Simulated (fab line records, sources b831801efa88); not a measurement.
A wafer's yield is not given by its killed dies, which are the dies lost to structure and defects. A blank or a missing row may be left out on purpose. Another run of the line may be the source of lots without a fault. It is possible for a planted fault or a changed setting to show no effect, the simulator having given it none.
Shared-tool check || flow gf180mcu || 39 wafers sampled across 13 lots

## THE REASON FOR OPENING IT
2 of 13 lots carry a flag on the reading HV_LDD_OVL at GF_HV_LDD_OVL_MEAS_08. Fault-free wafers read -1.5 nm, with a standard deviation of 1.6.
Rule: flag the lot when none of its wafers has a number, or when each of its wafers that has one lies beyond 4 standard deviations from that mean. The rest of the lots are taken to be sound.

{"lot": "L541", "measured": "day 10 02:47", "on": "overlay-02", "HV_LDD_OVL (nm), wafer by wafer": "-3.7 -3.1 -3.9", "flag": ""}
{"lot": "L543", "measured": "day 10 16:20", "on": "overlay-01", "HV_LDD_OVL (nm), wafer by wafer": "0.4 0.5 -0.6", "flag": ""}
{"lot": "L544", "measured": "day 10 23:26", "on": "overlay-02", "HV_LDD_OVL (nm), wafer by wafer": "58.7 58.0 59.8", "flag": "FLAGGED"}
{"lot": "L545", "measured": "day 11 05:36", "on": "overlay-01", "HV_LDD_OVL (nm), wafer by wafer": "1.8 0.7 0.2", "flag": ""}
{"lot": "L546", "measured": "day 11 13:26", "on": "overlay-01", "HV_LDD_OVL (nm), wafer by wafer": "-1.9 -1.2 -1.3", "flag": ""}
{"lot": "L548", "measured": "day 12 01:24", "on": "overlay-02", "HV_LDD_OVL (nm), wafer by wafer": "61.8 61.6 60.2", "flag": "FLAGGED"}
{"lot": "L553", "measured": "day 13 21:02", "on": "overlay-02", "HV_LDD_OVL (nm), wafer by wafer": "-1.9 -1.4 -1.7", "flag": ""}
{"lot": "L554", "measured": "day 14 13:43", "on": "overlay-02", "HV_LDD_OVL (nm), wafer by wafer": "-1.6 0.0 0.9", "flag": ""}
{"lot": "L556", "measured": "day 14 18:10", "on": "overlay-02", "HV_LDD_OVL (nm), wafer by wafer": "0.2 0.5 0.0", "flag": ""}
{"lot": "L559", "measured": "day 15 14:49", "on": "overlay-01", "HV_LDD_OVL (nm), wafer by wafer": "-1.7 -1.0 0.6", "flag": ""}
{"lot": "L561", "measured": "day 16 10:47", "on": "overlay-01", "HV_LDD_OVL (nm), wafer by wafer": "-0.9 -1.3 -0.8", "flag": ""}
{"lot": "L562", "measured": "day 16 13:15", "on": "overlay-01", "HV_LDD_OVL (nm), wafer by wafer": "-0.2 0.6 -0.7", "flag": ""}
{"lot": "L564", "measured": "day 17 09:55", "on": "overlay-02", "HV_LDD_OVL (nm), wafer by wafer": "-1.5 0.2 -0.5", "flag": ""}
The mean of the flagged lots' numbers is 60.0 nm, +61.5 nm from the usual (+38 standard deviations).

## LOT BY LOT: THE TOOL USED
3 process steps preceding the reading are held in the record, out of 602 steps in the route. Cell contents, in order: the tool; ch with the chambers the sampled wafers went through; the start.
{"lot": "L541", "flag": "", "GF_VT_IMPLANT_STRIP_31": "plasmaAsher-03 ch 0,1, day 6 22:53", "GF_DUAL_GATE_STRIP_13": "plasmaAsher-02 ch 0,1, day 8 09:10", "GF_HV_LDD_EXPOSE_04": "ilineStepper-01 ch 0, day 9 17:57"}
{"lot": "L543", "flag": "", "GF_VT_IMPLANT_STRIP_31": "plasmaAsher-03 ch 0,1, day 7 13:05", "GF_DUAL_GATE_STRIP_13": "plasmaAsher-01 ch 0,1, day 9 00:46", "GF_HV_LDD_EXPOSE_04": "ilineStepper-02 ch 0, day 10 07:38"}
{"lot": "L544", "flag": "FLAGGED", "GF_VT_IMPLANT_STRIP_31": "plasmaAsher-03 ch 0,1, day 7 17:50", "GF_DUAL_GATE_STRIP_13": "plasmaAsher-04 ch 0,1, day 9 05:50", "GF_HV_LDD_EXPOSE_04": "ilineStepper-01 ch 0, day 10 13:50"}
{"lot": "L545", "flag": "", "GF_VT_IMPLANT_STRIP_31": "plasmaAsher-02 ch 0, day 7 21:38", "GF_DUAL_GATE_STRIP_13": "plasmaAsher-04 ch 0, day 9 10:17", "GF_HV_LDD_EXPOSE_04": "ilineStepper-02 ch 0, day 10 20:13"}
{"lot": "L546", "flag": "", "GF_VT_IMPLANT_STRIP_31": "plasmaAsher-02 ch 0,1, day 8 07:23", "GF_DUAL_GATE_STRIP_13": "plasmaAsher-01 ch 0,1, day 9 20:13", "GF_HV_LDD_EXPOSE_04": "ilineStepper-02 ch 0, day 11 04:22"}
{"lot": "L548", "flag": "FLAGGED", "GF_VT_IMPLANT_STRIP_31": "plasmaAsher-03 ch 0,1, day 8 17:32", "GF_DUAL_GATE_STRIP_13": "plasmaAsher-02 ch 0,1, day 10 06:41", "GF_HV_LDD_EXPOSE_04": "ilineStepper-01 ch 0, day 11 16:21"}
{"lot": "L553", "flag": "", "GF_VT_IMPLANT_STRIP_31": "plasmaAsher-03 ch 0,1, day 10 10:02", "GF_DUAL_GATE_STRIP_13": "plasmaAsher-01 ch 0,1, day 12 02:28", "GF_HV_LDD_EXPOSE_04": "ilineStepper-02 ch 0, day 13 11:35"}
{"lot": "L554", "flag": "", "GF_VT_IMPLANT_STRIP_31": "plasmaAsher-04 ch 0,1, day 10 12:11", "GF_DUAL_GATE_STRIP_13": "plasmaAsher-04 ch 0,1, day 12 13:32", "GF_HV_LDD_EXPOSE_04": "ilineStepper-02 ch 0, day 14 03:54"}
{"lot": "L556", "flag": "", "GF_VT_IMPLANT_STRIP_31": "plasmaAsher-04 ch 0, day 10 22:53", "GF_DUAL_GATE_STRIP_13": "plasmaAsher-01 ch 0,1, day 12 16:50", "GF_HV_LDD_EXPOSE_04": "ilineStepper-02 ch 0, day 14 08:47"}
{"lot": "L559", "flag": "", "GF_VT_IMPLANT_STRIP_31": "plasmaAsher-04 ch 0,1, day 11 17:56", "GF_DUAL_GATE_STRIP_13": "plasmaAsher-04 ch 0,1, day 13 14:04", "GF_HV_LDD_EXPOSE_04": "ilineStepper-02 ch 0, day 15 04:05"}
{"lot": "L561", "flag": "", "GF_VT_IMPLANT_STRIP_31": "plasmaAsher-04 ch 0, day 12 14:59", "GF_DUAL_GATE_STRIP_13": "plasmaAsher-02 ch 0,1, day 14 10:08", "GF_HV_LDD_EXPOSE_04": "ilineStepper-02 ch 0, day 15 23:53"}
{"lot": "L562", "flag": "", "GF_VT_IMPLANT_STRIP_31": "plasmaAsher-02 ch 0,1, day 12 17:01", "GF_DUAL_GATE_STRIP_13": "plasmaAsher-01 ch 0,1, day 14 12:13", "GF_HV_LDD_EXPOSE_04": "ilineStepper-02 ch 0, day 16 02:37"}
{"lot": "L564", "flag": "", "GF_VT_IMPLANT_STRIP_31": "plasmaAsher-03 ch 0, day 13 11:47", "GF_DUAL_GATE_STRIP_13": "plasmaAsher-02 ch 0,1, day 15 07:56", "GF_HV_LDD_EXPOSE_04": "ilineStepper-02 ch 0, day 16 21:35"}
These steps, and what they do:
- GF_VT_IMPLANT_STRIP_31: strips in O2/N2.
- GF_DUAL_GATE_STRIP_13: strips in O2/N2.
- GF_HV_LDD_EXPOSE_04: exposes mask Nplus LV AREA, target cd 400 nm.
- GF_HV_LDD_OVL_MEAS_08

## FLAGGED OVER TOTAL, TOOL BY TOOL (the gauges that took the reading come last)
{"step": "GF_VT_IMPLANT_STRIP_31", "tool": "plasmaAsher-02", "lots run": 3, "flagged": 0, "share of the flagged lots": "none", "sound lots run after its first flagged lot": "-"}
{"step": "GF_VT_IMPLANT_STRIP_31", "tool": "plasmaAsher-03", "lots run": 6, "flagged": 2, "share of the flagged lots": "all", "sound lots run after its first flagged lot": "2 (L553,L564)"}
{"step": "GF_VT_IMPLANT_STRIP_31", "tool": "plasmaAsher-04", "lots run": 4, "flagged": 0, "share of the flagged lots": "none", "sound lots run after its first flagged lot": "-"}
{"step": "GF_DUAL_GATE_STRIP_13", "tool": "plasmaAsher-01", "lots run": 5, "flagged": 0, "share of the flagged lots": "none", "sound lots run after its first flagged lot": "-"}
{"step": "GF_DUAL_GATE_STRIP_13", "tool": "plasmaAsher-02", "lots run": 4, "flagged": 1, "share of the flagged lots": "some", "sound lots run after its first flagged lot": "2 (L561,L564)"}
{"step": "GF_DUAL_GATE_STRIP_13", "tool": "plasmaAsher-04", "lots run": 4, "flagged": 1, "share of the flagged lots": "some", "sound lots run after its first flagged lot": "3 (L545,L554,L559)"}
{"step": "GF_HV_LDD_EXPOSE_04", "tool": "ilineStepper-01", "lots run": 3, "flagged": 2, "share of the flagged lots": "all", "sound lots run after its first flagged lot": 0}
{"step": "GF_HV_LDD_EXPOSE_04", "tool": "ilineStepper-02", "lots run": 10, "flagged": 0, "share of the flagged lots": "none", "sound lots run after its first flagged lot": "-"}
{"step": "GF_HV_LDD_OVL_MEAS_08", "tool": "overlay-01", "lots run": 6, "flagged": 0, "share of the flagged lots": "none", "sound lots run after its first flagged lot": "-"}
{"step": "GF_HV_LDD_OVL_MEAS_08", "tool": "overlay-02", "lots run": 7, "flagged": 2, "share of the flagged lots": "all", "sound lots run after its first flagged lot": "4 (L553,L554,L556,L564)"}

## WHAT THE TABLE PERMITS
plasmaAsher-03 at GF_VT_IMPLANT_STRIP_31, ilineStepper-01 at GF_HV_LDD_EXPOSE_04 and overlay-02 at GF_HV_LDD_OVL_MEAS_08: these 3 rows of the table ran every flagged lot.
- plasmaAsher-03 at GF_VT_IMPLANT_STRIP_31: 2 of its 6 lots flagged. Lots that were sound ran on it after the first flagged one (L553, L564); a persistent fault on the entire tool would not allow that.
- ilineStepper-01 at GF_HV_LDD_EXPOSE_04: 2 of its 3 lots flagged. Last sound lot L541 at day 9 17:57, first flagged lot L544 at day 10 13:50; a fault beginning in between fits.
- overlay-02 at GF_HV_LDD_OVL_MEAS_08: 2 of its 7 lots flagged. Lots that were sound ran on it after the first flagged one (L553, L554, L556, L564); a persistent fault on the entire tool would not allow that.
Left over: one tool, ilineStepper-01 at GF_HV_LDD_EXPOSE_04.

## WHAT THE SIMULATOR PUT IN
Scanner matching overlay: ilineStepper-01, from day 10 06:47 on, at GF_HV_LDD_EXPOSE_04. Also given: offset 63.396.
Struck lots among those shown: L544, L548. Same finding as the rule above.
